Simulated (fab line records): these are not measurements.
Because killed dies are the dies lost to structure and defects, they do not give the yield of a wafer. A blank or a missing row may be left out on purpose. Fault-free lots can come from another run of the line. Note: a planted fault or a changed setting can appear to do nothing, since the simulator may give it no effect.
Code-filled problem report in 8D (eight disciplines) form	flow gf180mcu	the parts of the form that need people (team, actions taken, sign-off) are left out

1. THE PROBLEM
Wafers free of any fault read 1.5 nm (standard deviation 1.5) for DUAL_GATE_OVL at GF_DUAL_GATE_OVL_MEAS_11, against a mean of 11.8 nm on 6 wafers of 2 lots. That is +6.9 standard deviations from the usual mean.
The first sign was on wafer L674.2 at day 12 12:52, on overlay-01. The record holds 39 wafers of 13 lots with a number at this step. Rule for "out", or "out of limits": more than 4 standard deviations from the usual mean. The other wafers with a number count as sound.

2. WHAT IT IS; WHAT IT IS NOT
question	is	is not
which readings at this step	DUAL_GATE_OVL	-
which lots	L674, L675	L660, L661, L662, L663, L664, L665, L667, L677, L680, L681, L683
which wafers of those lots	all that have a number	-
read on which gauges	overlay-01	overlay-02
when	from day 12 12:52	up to then (21 sound wafers); but 12 sound wafers of L677, L680, L681, L683 came after

3. WHAT RULES OUT EACH SUSPECT
Counting: a tool at any process step up to the reading remains a suspect when it ran all the lots that are out and ran no sound lot after the first of those.
- the gauge at GF_DUAL_GATE_OVL_MEAS_11: kept. All the wafers that are out were read on overlay-01, and no step on other tools shows them out.
- iline_stepper-02 at GF_DUAL_GATE_EXPOSE_08 (exposes mask Dualgate, target cd 700 nm): kept. Every lot that is out went through it, starting with L674 (day 12 02:43), and after that it ran no sound lot; the last sound lot it ran before then is L665 (day 9 09:50).
Left after counting: iline_stepper-02 at GF_DUAL_GATE_EXPOSE_08, overlay-01 at GF_DUAL_GATE_OVL_MEAS_11.

4. THE CAUSE (what the simulator had put in)
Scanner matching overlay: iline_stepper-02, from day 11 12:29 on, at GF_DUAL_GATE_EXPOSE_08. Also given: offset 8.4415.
This tool is one of the 2 suspects left after counting.

5. THE CHAIN OF EFFECTS, in route order
One row per reading whose mean, taken over the struck wafers that have a number, lies over 3 standard deviations from the usual. Only readings for which the record gives a usual standard deviation are gone through. hours: the time from each lot's start at the first step in this table that gives one to its start at this step, as a median over the lots. sigmas: the change in usual standard deviations.
hours	step	reading	usual	on struck wafers	change	sigmas
0	GF_DUAL_GATE_OVL_MEAS_11	DUAL_GATE_OVL	1.5 nm	11.8	+10.3	+6.9
Later measuring or inspecting steps at which every struck wafer that the step has a row for has a number for every such reading, and none has moved that far: GF_POLY_GATE_OVL_MEAS_11.

6. HOW IT WOULD HAVE BEEN CAUGHT EARLIER
In this record the first reading out of limits at a measuring or inspecting step was taken at day 12 12:52, 24 hours after the fault began at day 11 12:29.
No tool reading at GF_DUAL_GATE_EXPOSE_08 that has a usual standard deviation in the record was out on any struck wafer, so an alarm limit of 4 standard deviations on those readings would not have fired.
By day 12 12:52, every lot that is out (2) had started GF_DUAL_GATE_EXPOSE_08 on iline_stepper-02. Tool hold at that time: it would have spared none of them.
